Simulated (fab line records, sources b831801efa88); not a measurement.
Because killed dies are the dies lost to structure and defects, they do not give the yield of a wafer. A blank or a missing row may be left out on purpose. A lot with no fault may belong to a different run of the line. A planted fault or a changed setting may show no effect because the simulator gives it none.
fab line records | flow sky130
[record] lots = 12 wafers = 36 last_day = 48
route steps=708 shown NWELL@34 VT_ADJUST_LVTN@104 LDD_N@246 METAL2@487
lots that met no fault: from a run of the same line without faults
start_h: start of the lot's first displayed wafer, in hours after the record's first day | wait_h: how many hours have passed since the lot's step before this one | " repeats the value in the row above | L1.1+2: a row that stands for several wafers | - value missing, or start not given | * or withheld: withheld | < > ~ a bound
route shown NAME@n: a module of which the file shows steps, and the number in the route of the first | usual: mean and standard deviation over wafers with no fault | same: alike in all rows | chamber/n: place in a boat | sites: readings site by site | _std_site: standard deviation of those values | _edge_site: outer sites' mean less inner sites' | radius_mm: how far each site lies from the wafer's centre | mask NAME#n: copy n | behind: the last tool/chamber to shape the wafer | hold: the reason the lot was held/the length of the hold in hours/how it ended | device: transistor that didn't switch, given as n, p or np | end of line: at the end of the route, the tests of the same wafers | a step with no rows: only its recipe | killed: dies lost to structure and defects at the first sort, not the wafer's yield | map: dies across one wafer; x = killed, . = not, _ = none there
set.NAME: the setting the step ran with; set.NAME@STEP: the setting that earlier step ran with | model.NAME: the simulator's own value behind a step, which no gauge read
one table for each step of the route and one row for each wafer, over a sample of lots
services: from which hour (start_h, from the record's first day; less than 0 if before it) a tool's chamber was out of use, for how many hours, and why
[[steps]]
[step SKY_NWELL_THK_MEAS_02]
[recipe] reads = SiO2_of_NWELL_OXIDATION_01
[usual] NWELL_OXIDATION_THK = 9.87/0.2
// columns lot.wafer tool chamber start_h wait_h NWELL_OXIDATION_THK[nm]
L473.1 film_metro-03 - 36.27 0.0 9.82
L473.5 " - " " 9.80
L473.6 " - " " 9.95
L474.2 film_metro-03 - 40.97 0.0 10.39
L474.4 " - " " 10.28
L474.6 " - " " 10.33
L475.1 film_metro-01 - 46.72 0.0 9.92
L475.4 " - " " 9.72
L475.6 " - " " 9.98
L476.2 film_metro-04 - 53.04 0.0 9.91
L476.5 " - " " 9.98
L476.6 " - " " 9.81
L477.1 film_metro-04 - 58.18 0.0 9.63
L477.2 " - " " 9.56
L477.6 " - " " 9.64
L478.1 film_metro-01 - 63.33 0.0 9.71
L478.5 " - " " 9.79
L478.6 " - " " 9.86
L479.3 film_metro-03 - 67.85 0.0 9.92
L479.4 " - " " 9.96
L479.5 " - " " 9.93
L480.3 film_metro-04 - 72.65 0.0 9.98
L480.4 " - " " 9.94
L480.5 " - " " 10.12
L484.2 film_metro-03 - 92.09 0.0 10.16
L484.4 " - " " 10.34
L484.6 " - " " 10.22
L485.1 film_metro-03 - 100.20 0.0 9.64
L485.4 " - " " 9.69
L485.5 " - " " 9.75
L486.1 film_metro-03 - 108.72 0.0 9.73
L486.3 " - " " 9.82
L486.5 " - " " 9.70
L487.2 film_metro-04 - 108.73 0.0 9.82
L487.4 " - " " 9.97
L487.5 " - " " 10.03
[step SKY_VT_ADJUST_LVTN_OVL_MEAS_07]
[usual] VT_ADJUST_LVTN_OVL = -0.4/1.3
// columns lot.wafer tool chamber start_h wait_h VT_ADJUST_LVTN_OVL[nm]
L473.1 overlay-02 - 139.64 - -0.4
L473.5 " - " " -0.5
L473.6 " - " " -2.1
L474.2 overlay-02 - 143.61 - -0.4
L474.4 " - " " -0.3
L474.6 " - " " 0.1
L475.1 overlay-02 - 153.10 - -0.1
L475.4 " - " " 1.3
L475.6 " - " " 0.8
L476.2 overlay-02 - 160.81 - -0.1
L476.5 " - " " 1.4
L476.6 " - " " -0.1
L477.1 overlay-02 - 167.60 - -1.2
L477.2 " - " " 0.8
L477.6 " - " " 0.9
L478.1 overlay-01 - 172.05 - -0.4
L478.5 " - " " -2.2
L478.6 " - " " -0.2
L479.3 overlay-02 - 179.76 - -0.3
L479.4 " - " " 0.8
L479.5 " - " " 1.4
L480.3 overlay-02 - 184.00 - 1.0
L480.4 " - " " -0.3
L480.5 " - " " 2.1
L484.2 overlay-01 - 209.20 - -2.6
L484.4 " - " " -2.3
L484.6 " - " " -1.3
L485.1 overlay-02 - 219.49 - -0.8
L485.4 " - " " -1.2
L485.5 " - " " 1.3
L487.2 overlay-02 - 229.46 - 1.4
L487.4 " - " " 2.3
L487.5 " - " " 1.8
L486.1 overlay-01 - 229.80 - -2.9
L486.3 " - " " -3.0
L486.5 " - " " -0.7
[step SKY_LDD_N_IMPLANT_09]
[recipe] species = As energy_kev = 20 dose_cm2 = 7.5e+13 tilt_deg = withheld rotation_deg = 113
[usual] implant_ion_amu = 75/0
// columns lot.wafer tool chamber start_h wait_h implant_ion_amu
L473.1 implanter-02 0 394.48 0.1 75
L473.5 " 0 " " 75
L473.6 " 0 " " 75
L474.2 implanter-03 0 400.26 0.1 75
L474.4 " 0 " " 75
L474.6 " 0 " " 75
L475.1 implanter-03 0 410.63 0.1 75
L475.4 " 0 " " 75
L475.6 " 0 " " 75
L476.2 implanter-01 0 428.91 0.1 75
L476.5 " 0 " " 75
L476.6 " 0 " " 75
L477.1 implanter-01 0 434.63 0.1 75
L477.2 " 0 " " 75
L477.6 " 0 " " 75
L478.1 implanter-03 0 440.03 0.1 75
L478.5 " 0 " " 75
L478.6 " 0 " " 75
L479.3 implanter-03 0 455.13 0.1 75
L479.4 " 0 " " 75
L479.5 " 0 " " 75
L480.3 implanter-02 0 463.93 0.1 75
L480.4 " 0 " " 75
L480.5 " 0 " " 75
L484.2 implanter-02 0 499.06 0.1 49
L484.4 " 0 " " 49
L484.6 " 0 " " 49
L485.1 implanter-03 0 509.88 0.1 49
L485.4 " 0 " " 49
L485.5 " 0 " " 49
L487.2 implanter-03 0 529.20 0.1 49
L487.4 " 0 " " 49
L487.5 " 0 " " 49
L486.1 implanter-01 0 530.58 0.1 49
L486.3 " 0 " " 49
L486.5 " 0 " " 49
[step SKY_LDD_N_STRIP_16]
[recipe] chemistry = O2/N2 power_w = 1400 pressure_mtorr = 1500 platen_temp_c = withheld o2_flow_sccm = 3000 n2_flow_sccm = 300 overash_fraction = 0.5
[usual] drypump_motor_current_A = 5.8/0.63 oes_product_au = 0.406/0.0045 strip_time_to_endpoint_s = 4.318/0.016
// columns lot.wafer tool chamber start_h wait_h drypump_motor_current_A oes_product_au rf_hours_counter_h strip_time_to_endpoint_s
L473.1 plasma_asher-01 1 395.53 0.1 4.9 0.407 28 4.312
L473.5 " 0 " " 6.5 0.399 - 4.296
L473.6 " 1 " " 5.0 0.409 - 4.306
L474.2 plasma_asher-01 1 401.28 0.1 5.0 0.411 29 4.296
L474.4 " 0 " " 6.5 0.402 - 4.300
L474.6 " 0 " " 6.5 0.402 - 4.307
L475.1 plasma_asher-01 0 411.68 0.1 6.6 0.407 30 4.334
L475.4 " 1 " " 4.9 0.413 - 4.336
L475.6 " 1 " " 4.9 0.407 - 4.330
L476.2 plasma_asher-04 0 429.93 0.1 5.3 0.414 74 4.306
L476.5 " 0 " " 5.3 0.404 - 4.322
L476.6 " 1 " " 5.5 0.410 - 4.322
L477.1 plasma_asher-04 1 436.36 0.1 5.5 0.409 74 4.318
L477.2 " 0 " " 5.3 0.410 74 4.287
L477.6 " 1 " " 5.5 0.399 - 4.307
L478.1 plasma_asher-04 0 441.08 0.1 5.3 0.419 75 4.318
L478.5 " 0 " " 5.3 0.401 - 4.296
L478.6 " 1 " " 5.5 0.402 - 4.320
L479.3 plasma_asher-04 0 456.17 0.1 5.3 0.396 - 4.305
L479.4 " 1 " " 5.5 0.405 - 4.308
L479.5 " 1 " " 5.5 0.405 - 4.311
L480.3 plasma_asher-03 0 464.96 0.1 6.0 0.403 - 4.314
L480.4 " 1 " " 6.7 0.402 - 4.311
L480.5 " 0 " " 6.0 0.401 - 4.301
L484.2 plasma_asher-03 0 500.08 0.1 6.0 0.401 7 4.289
L484.4 " 1 " " 6.6 0.409 - 4.265
L484.6 " 0 " " 6.0 0.409 - 4.285
L485.1 plasma_asher-03 1 510.93 0.1 6.6 0.405 8 4.302
L485.4 " 0 " " 6.0 0.410 - 4.298
L485.5 " 0 " " 6.0 0.409 - 4.296
L487.2 plasma_asher-04 0 530.23 0.1 5.3 0.407 83 4.259
L487.4 " 0 " " 5.3 0.410 - 4.238
L487.5 " 1 " " 5.4 0.406 - 4.274
L486.1 plasma_asher-01 0 531.63 0.1 6.6 0.403 42 4.265
L486.3 " 0 " " 6.6 0.406 - 4.271
L486.5 " 0 " " 6.6 0.398 - 4.249
[step SKY_LDD_N_TW_MEAS_17]
[usual] LDD_N_TW = 2568/26
// columns lot.wafer tool chamber start_h wait_h LDD_N_TW
L473.1 film_metro-01 - 395.63 0.1 2568
L473.5 " - " " 2551
L473.6 " - " " 2558
L474.2 film_metro-03 - 401.39 0.1 2599
L474.4 " - " " 2593
L474.6 " - " " 2614
L475.1 film_metro-02 - 411.78 0.1 2550
L475.4 " - " " 2550
L475.6 " - " " 2550
L476.2 film_metro-03 - 430.04 0.1 2597
L476.5 " - " " 2585
L476.6 " - " " 2601
L477.1 film_metro-01 - 436.46 0.1 2542
L477.2 " - " " 2538
L477.6 " - " " 2544
L478.1 film_metro-03 - 441.18 0.1 2606
L478.5 " - " " 2592
L478.6 " - " " 2589
L479.3 film_metro-03 - 456.25 0.1 2578
L479.4 " - " " 2590
L479.5 " - " " 2595
L480.3 film_metro-02 - 465.05 0.1 2546
L480.4 " - " " 2551
L480.5 " - " " 2535
L484.2 film_metro-03 - 500.19 0.1 2497
L484.4 " - " " 2493
L484.6 " - " " 2484
L485.1 film_metro-02 - 511.03 0.1 2429
L485.4 " - " " 2437
L485.5 " - " " 2428
L487.2 film_metro-02 - 530.34 0.1 2452
L487.4 " - " " 2471
L487.5 " - " " 2464
L486.1 film_metro-01 - 531.73 0.1 2461
L486.3 " - " " 2437
L486.5 " - " " 2446
[step SKY_METAL2_SPUTTER_04]
[recipe] material = TiN target_thk_nm = 70 power_w = 6500 time_s = 58.3 chamber_pressure_pa = 0.4
[usual] throttle_valve_pct = 30.0/0.67
// columns lot.wafer tool chamber start_h wait_h throttle_valve_pct
L473.1 pvd_sputter-02 - 786.34 0.0 30.0
L473.5 " - " " 30.0
L473.6 " - " " 30.0
L474.2 pvd_sputter-01 - 789.22 0.0 30.0
L474.4 " - " " 29.4
L474.6 " - " " 29.8
L475.1 pvd_sputter-04 - 800.13 0.0 29.7
L475.4 " - " " 31.7
L475.6 " - " " 29.4
L476.2 pvd_sputter-02 - 815.57 0.0 29.2
L476.5 " - " " 29.7
L476.6 " - " " 30.0
L477.1 pvd_sputter-04 - 821.31 0.0 29.5
L477.2 " - " " 29.6
L477.6 " - " " 31.0
L478.1 pvd_sputter-01 - 827.61 0.0 29.9
L478.5 " - " " 30.3
L478.6 " - " " 29.8
L479.3 pvd_sputter-01 - 838.03 0.0 29.9
L479.4 " - " " 29.8
L479.5 " - " " 29.9
L480.3 pvd_sputter-04 - 847.49 0.0 29.6
L480.4 " - " " 31.0
L480.5 " - " " 32.0
L484.2 pvd_sputter-04 - 875.62 0.0 29.5
L484.4 " - " " 31.0
L484.6 " - " " 29.7
L485.1 pvd_sputter-01 - 884.01 0.0 30.2
L485.4 " - " " 30.1
L485.5 " - " " 30.5
L487.2 pvd_sputter-02 - 901.71 0.0 29.6
L487.4 " - " " 29.9
L487.5 " - " " 29.7
L486.1 pvd_sputter-02 - 903.73 0.0 29.8
L486.3 " - " " 29.8
L486.5 " - " " 30.0
[[services]]
// columns tool chamber start_h hours kind
pvd_sputter-02 - 404.57 3.1 repair
implanter-03 - 418.68 2.5 pm
plasma_asher-01 - 421.54 2.8 pm
pvd_sputter-02 - 457.20 4.2 repair
implanter-03 - 468.35 5.9 pm
plasma_asher-01 - 565.19 33.9 repair
plasma_asher-04 - 617.20 2.8 pm
pvd_sputter-01 - 649.31 1.0 repair
pvd_sputter-01 - 653.00 2.2 repair
plasma_asher-04 - 683.06 0.6 repair
implanter-03 - 691.73 2.8 repair
pvd_sputter-02 - 697.27 2.5 repair
plasma_asher-04 - 725.56 2.1 repair
pvd_sputter-02 - 727.09 9.4 repair
plasma_asher-04 - 733.75 9.0 pm
implanter-03 - 754.67 3.3 repair
pvd_sputter-02 - 782.44 1.5 repair
plasma_asher-01 - 784.87 1.8 repair
implanter-03 - 785.18 4.1 repair
pvd_sputter-01 - 802.57 3.0 repair
pvd_sputter-02 - 828.23 4.8 repair
pvd_sputter-01 - 829.93 3.7 repair
pvd_sputter-02 - 836.78 1.7 repair
plasma_asher-04 - 876.47 6.3 repair
[[key]]
[first_sign] step = SKY_LDD_N_IMPLANT_09 reading = implant_ion_amu direction = down sigmas = 99+ usual = 75 struck = 49
[effect] step = SKY_LDD_N_STRIP_16 reading = strip_time_to_endpoint_s direction = down sigmas = 2.7 usual = * struck = *
[effect] step = SKY_LDD_N_TW_MEAS_17 reading = LDD_N_TW direction = down sigmas = 4.2 usual = 2568 struck = 2458
met_at SKY_LDD_N_IMPLANT_09
struck_lots L484,L485,L486,L487
tester_left_out L484,L485,L486,L487
not_acting_at SKY_NWELL_THK_MEAS_02,SKY_VT_ADJUST_LVTN_OVL_MEAS_07,SKY_METAL2_SPUTTER_04
onset_between 463.93 499.06
[fault] kind = wrong_recipe_download tool = implanter-01,implanter-02,implanter-03 chamber = - onset_h = 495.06 steps = SKY_LDD_N_IMPLANT_09 wrong_recipe.not_listed = 1
// tester_left_out: of these lots the tester's yield and bins aren't shown, on N5 and GAA mostly nor the transistor test; their killed dies are dies lost to structure and defects alone, not to doping, threshold or leakage, so they don't give the yield
